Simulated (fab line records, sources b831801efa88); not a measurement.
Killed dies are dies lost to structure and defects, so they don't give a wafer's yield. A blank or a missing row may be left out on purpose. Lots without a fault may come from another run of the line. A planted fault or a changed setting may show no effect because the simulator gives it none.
Chamber matching | flow sky130 | SKY_VIA1_CMP_24 on cmp-01: 4 sister chambers
The step polishes, stops on SiO2, t overpolish 15 s, target thk 0 nm. 4 wafers are shown with their chamber, then 7 later ones without.

WAFERS WITH THEIR CHAMBER
wafer  | chamber | motor_current_A (A)
L103.6 | 1       | 12.1
L105.5 | 2       | 10.2
L108.2 | 3       | 9.0
L108.3 | 0       | 12.7

WAFERS WITHOUT THEIR CHAMBER
wafer  | motor_current_A (A)
L108.4 | 12.2
L109.1 | 13.1
L109.3 | 12.0
L109.5 | 13.1
L110.2 | 9.3
L110.5 | 13.8
L110.6 | 12.6

WHICH CHAMBER EACH WENT THROUGH
wafer  | from the rows above     | in truth
L108.4 | can't be placed: 1 or 0 | 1
L109.1 | can't be placed: 0 or 1 | 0
L109.3 | can't be placed: 1 or 0 | 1
L109.5 | can't be placed: 0 or 1 | 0
L110.2 | can't be placed: 3 or 2 | 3
L110.5 | can't be placed: 0 or 1 | 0
L110.6 | can't be placed: 0 or 1 | 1
Placed correctly: 0 of 7. Can't be placed from these rows: 7 (the true chamber is among the candidates in 7). Placed wrongly: 0.
How it was worked out, from the rows above alone: a wafer's distance from a chamber is the root of the sum, over the readings, of the square of ((its reading less the chamber's mean) divided by the reading's scatter). The wafer belongs to the nearest chamber; if the next one is less than 2 further off, it can't be placed. A chamber's mean is the mean of its shown wafers. The scatter: with one shown wafer a chamber, the root of the mean of the squares of how far each hidden wafer lies from its nearest shown one.
